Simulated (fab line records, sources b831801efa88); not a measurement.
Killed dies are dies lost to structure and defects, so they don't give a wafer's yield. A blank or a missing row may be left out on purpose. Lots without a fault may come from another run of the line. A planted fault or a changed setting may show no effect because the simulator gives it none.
Chamber matching | flow gf180mcu | GF_V1_CVD_02 on pecvd-03: 3 sister chambers
The step deposits SiO2 from TEOS, target thk 850 nm, time 94.851 s. 3 wafers are shown with their chamber, then 7 later ones without.

WAFERS WITH THEIR CHAMBER
wafer  | chamber | heater_power_w (W)
L087.1 | 1       | 812
L094.1 | 2       | 573
L094.2 | 0       | 700

WAFERS WITHOUT THEIR CHAMBER
wafer  | heater_power_w (W)
L094.3 | 799
L096.2 | 792
L096.4 | 827
L096.6 | 577
L097.2 | 641
L097.5 | 872
L097.6 | 514

WHICH CHAMBER EACH WENT THROUGH
wafer  | from the rows above     | in truth
L094.3 | 1                       | 1
L096.2 | can't be placed: 1 or 0 | 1
L096.4 | 1                       | 1
L096.6 | 2                       | 2
L097.2 | can't be placed: 0 or 2 | 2
L097.5 | 1                       | 1
L097.6 | 2                       | 2
Placed correctly: 5 of 7. Can't be placed from these rows: 2 (the true chamber is among the candidates in 2). Placed wrongly: 0.
How it was worked out, from the rows above alone: a wafer's distance from a chamber is the root of the sum, over the readings, of the square of ((its reading less the chamber's mean) divided by the reading's scatter). The wafer belongs to the nearest chamber; if the next one is less than 2 further off, it can't be placed. A chamber's mean is the mean of its shown wafers. The scatter: with one shown wafer a chamber, the root of the mean of the squares of how far each hidden wafer lies from its nearest shown one.
